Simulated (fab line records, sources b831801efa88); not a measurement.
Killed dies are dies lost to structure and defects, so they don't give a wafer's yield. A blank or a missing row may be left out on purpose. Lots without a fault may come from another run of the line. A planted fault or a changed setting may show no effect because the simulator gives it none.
A struck lot beside a sound one | flow sky130 | 15 steps out of a route of 708
Sound: wafers L989.3, L989.5, L989.6. Struck: wafers L991.1, L991.4, L991.5. The cause comes at the end.
At each step with rows: each side's tool, then ch and its chambers, then its first start. Under that, the readings that differ: sound wafers | struck wafers | difference of the means | sigmas: that difference in standard deviations of wafers without a fault.
alike: readings whose means differ by less than 2 such deviations, and words and numbers that are the same on both sides. not compared: withheld readings, readings that some wafer has no value for, bounds like >300 that may hide the same value, and numbers for which the record gives no deviation and whose values overlap.
The two part at a step that has a row with sigmas, a row that says differs or no value, or rows on one side only. Numbers that don't overlap but have no deviation are shown without sigmas and don't part them. A reading that every wafer of one side lacks parts them only if that side has two wafers or more.

SKY_SONOS_ONO_OVL_MEAS_14:
  sound on overlay-02, day 13 14:51; struck on overlay-02, day 14 13:00
  alike: SONOS_ONO_OVL
SKY_SONOS_ONO_ETCH_15: etches the open film in CHF3/O2, target depth 19.52 nm, time 7.8 s.
  sound on rie_diel-03 ch 0,1,3, day 13 14:52; struck on rie_diel-03 ch 1,3, day 14 13:02
  alike: drypump_motor_current_A, oes_product_au, rf_fwd_power_W, throttle_valve_pct
  not compared: rf_hours_counter_h
then, 1 step without rows for these wafers: SKY_SONOS_ONO_WET_ETCH_16 (etches SiO2 in dHF, target depth 14 nm, time 280 s).
SKY_SONOS_ONO_STRIP_17: strips in O2/N2.
  sound on plasma_asher-03 ch 0,1, day 13 15:01; struck on plasma_asher-04 ch 0,1, day 14 13:14
  reading                     | sound       | struck      | difference | sigmas
  drypump_motor_current_A (A) | 6.7 6.7 5.9 | 5.1 5.2 5.2 | -1.3       | -2
  alike: o2_flow_sccm, oes_product_au, strip_time_to_endpoint_s
  not compared: rf_hours_counter_h
then, 3 steps without rows for these wafers: SKY_SONOS_ONO_WET_ETCH_18 (etches Si3N4 in H3PO4, target depth 15 nm, time 172 s); SKY_GATE_OXIDE_CLEAN_00 (cleans in SC1/SC2, time 150 s); SKY_GATE_OXIDE_OXIDATION_01 (stabilise 600 s, purge 300 s, target thk 10.268 nm).
SKY_GATE_OXIDE_THK_MEAS_02:
  sound on film_metro-02, day 13 17:34; struck on film_metro-04, day 14 16:02
  alike: GATE_OXIDE_OXIDATION_00_THK
then, 4 steps without rows for these wafers: SKY_GATE_OXIDE_DEHYDRATE_03 (time 60 s); SKY_GATE_OXIDE_HMDS_04 (prime time 60 s); SKY_GATE_OXIDE_COAT_05 (resist thk 1140 nm); SKY_GATE_OXIDE_SOFTBAKE_06 (time 60 s).
SKY_GATE_OXIDE_EXPOSE_07: exposes mask LVOM, target cd 600 nm.
  sound on iline_stepper-02 ch 0, day 14 06:46; struck on iline_stepper-01 ch 0, day 15 05:26
  reading | sound                | struck                        | difference | sigmas
  mask    | LVOM#0 LVOM#0 LVOM#0 | LVOM_R1#0 LVOM_R1#0 LVOM_R1#0 | differs    |
  alike: stage_vel_mm_s
then, 1 step without rows for these wafers: SKY_GATE_OXIDE_PEB_08.
-- the record jumps here: 32 days lie between the struck wafers' starts before and after (it left off in module GATE_OXIDE and takes up again in module PAD_OPEN, whose first step shown is number 708 of the route) --
SKY_PAD_OPEN_PROBE_99:
  sound on prober-02, day 46 22:53; struck on prober-02, day 47 10:40
  reading             | sound    | struck                                                                     | difference                   | sigmas
  hold                | - - -    | await_dispo/2.3h/release await_dispo/2.3h/release await_dispo/2.3h/release | no value on the sound wafers |
  killed_at_front_end | 13 9 14  | 76 101 105                                                                 | +82                          | +19
  killed_dies         | 90 77 73 | 159 179 173                                                                | +90                          | +9
  killed_on_rim       | 17 15 13 | 56 62 60                                                                   | +44                          | +13
  alike: killed_at_M0_to_M3, killed_at_M4_up, killed_at_contacts, killed_at_other, killed_open, killed_short

WHERE THEY PART
First at SKY_SONOS_ONO_STRIP_17; last, within this record, at SKY_PAD_OPEN_PROBE_99.

WHY: what the simulator had put in
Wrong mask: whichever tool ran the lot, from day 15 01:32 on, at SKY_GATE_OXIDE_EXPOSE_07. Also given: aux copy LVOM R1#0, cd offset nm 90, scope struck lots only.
